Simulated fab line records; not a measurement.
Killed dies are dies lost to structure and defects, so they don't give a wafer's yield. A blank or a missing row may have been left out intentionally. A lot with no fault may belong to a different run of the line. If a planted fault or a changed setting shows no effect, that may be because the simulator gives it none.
A struck lot beside a sound one    flow gf180mcu    15 out of 602 route steps
Sound: these wafers, L420.2, L420.4, L420.5. Wafers L413.1, L413.2, L413.3 were the ones struck. At the end, the cause is stated.
Each step with rows lists, per side, the tool, then ch with its chambers, then its first start. Under that, the readings that differ: sound wafers    struck wafers    difference of the means    sigmas: that difference in standard deviations of wafers without a fault.
alike: same words and numbers on both sides, and readings whose means sit less than 2 such deviations apart. not compared: any withheld reading, any reading some wafer has no value for, any bound like >300 that may hide the same value, and any number with overlapping values for which the record gives no deviation.
Wherever a step has rows on one side only, a row that says differs or no value, or a row with sigmas, the two part there. Non-overlapping numbers with no deviation appear without sigmas and do not part them. Lack of a reading on every wafer of one side parts them only where that side has two or more wafers.

GF_SAB_CD_MEAS_09: the cd target is 420 nm.
  struck on cdSem-01, day 19 20:01; sound on cdSem-02, day 22 03:38
  alike: cdNm
GF_SAB_OVL_MEAS_10:
  struck on overlay-01, day 19 20:08; sound on overlay-02, day 22 03:44
  alike: SAB_OVL
then, 2 steps without rows for these wafers: GF_SAB_ETCH_11 (etches SiO2 in C4F8/O2/Ar, target depth 55 nm, time 8.5 s); GF_SAB_WET_ETCH_12 (etches SiO2 in dHF, target depth 22 nm, time 440 s).
GF_SAB_STRIP_13: strips in O2/N2.
  sound on plasmaAsher-02 ch 0,1, day 22 03:55; struck on plasmaAsher-02 ch 0,1, day 19 20:19
  alike: drypumpMotorCurrentA, heaterPowerW, oesProductAu, stripTimeToEndpointS
  not compared: rfHoursCounterH
then, 2 steps without rows for these wafers: GF_SALICIDE_CLEAN_00 (cleans in SC1/SC2, time 150 s); GF_SALICIDE_WET_ETCH_01 (etches SiO2 in dHF, target depth 5 nm, time 100 s).
GF_SALICIDE_SPUTTER_02: material Co, target thk 10 nm, time 20 s.
  struck on pvdSputter-02, day 19 20:31; sound on pvdSputter-02, day 22 04:10
  alike: throttleValvePct
GF_SALICIDE_SPUTTER_03: material TiN, target thk 20 nm, time 16.7 s.
  struck on pvdSputter-02, day 19 20:32; sound on pvdSputter-02, day 22 04:11
  alike: throttleValvePct
GF_SALICIDE_RS_MEAS_04: measurement is done with a four-point probe.
  struck on filmMetro-03, day 19 20:34; sound on filmMetro-04, day 22 04:14
  alike: SALICIDE_TIN_RS
GF_SALICIDE_THK_MEAS_05: measures by xrf.
  struck on filmMetro-03, day 19 20:41; sound on filmMetro-04, day 22 04:21
  alike: SALICIDE_TIN_THK
GF_SALICIDE_RTA_06: time 30 s.
  sound on rtpAnneal-01 ch 0, day 22 04:25; struck on rtpAnneal-01 ch 0, day 19 20:44
  alike: lampPowerPct, wafer_temp_C_max
GF_SALICIDE_WET_ETCH_07: etches the open film in SPM, target depth 120 nm.
  sound on wetBench-02 ch 2, day 22 04:30; struck on wetBench-02 ch 1, day 19 20:50
reading                                     sound  struck           difference  sigmas
model.Co_of_SALICIDE_SPUTTER_02.thkNm (nm)  0 0 0  10.2 10.24 10.3  +10.2       
GF_SALICIDE_RTA_08: time 30 s.
  sound on rtpAnneal-02 ch 0, day 22 04:37; struck on rtpAnneal-02 ch 0, day 19 20:56
  alike: lampPowerPct, wafer_temp_C_max
-- the record jumps here: 13 days lie between the struck wafers' starts before and after (it left off in module SALICIDE and takes up again in module PASSIVATION, whose first step shown is number 602 of the route) --
GF_PASSIVATION_PROBE_99:
  rows exist in the record for the struck wafers here (prober-01, day 32 21:04), but not for the sound ones

== WHERE THEY PART ==
Within this record, at GF_PASSIVATION_PROBE_99 only.

WHY: what the simulator had put in
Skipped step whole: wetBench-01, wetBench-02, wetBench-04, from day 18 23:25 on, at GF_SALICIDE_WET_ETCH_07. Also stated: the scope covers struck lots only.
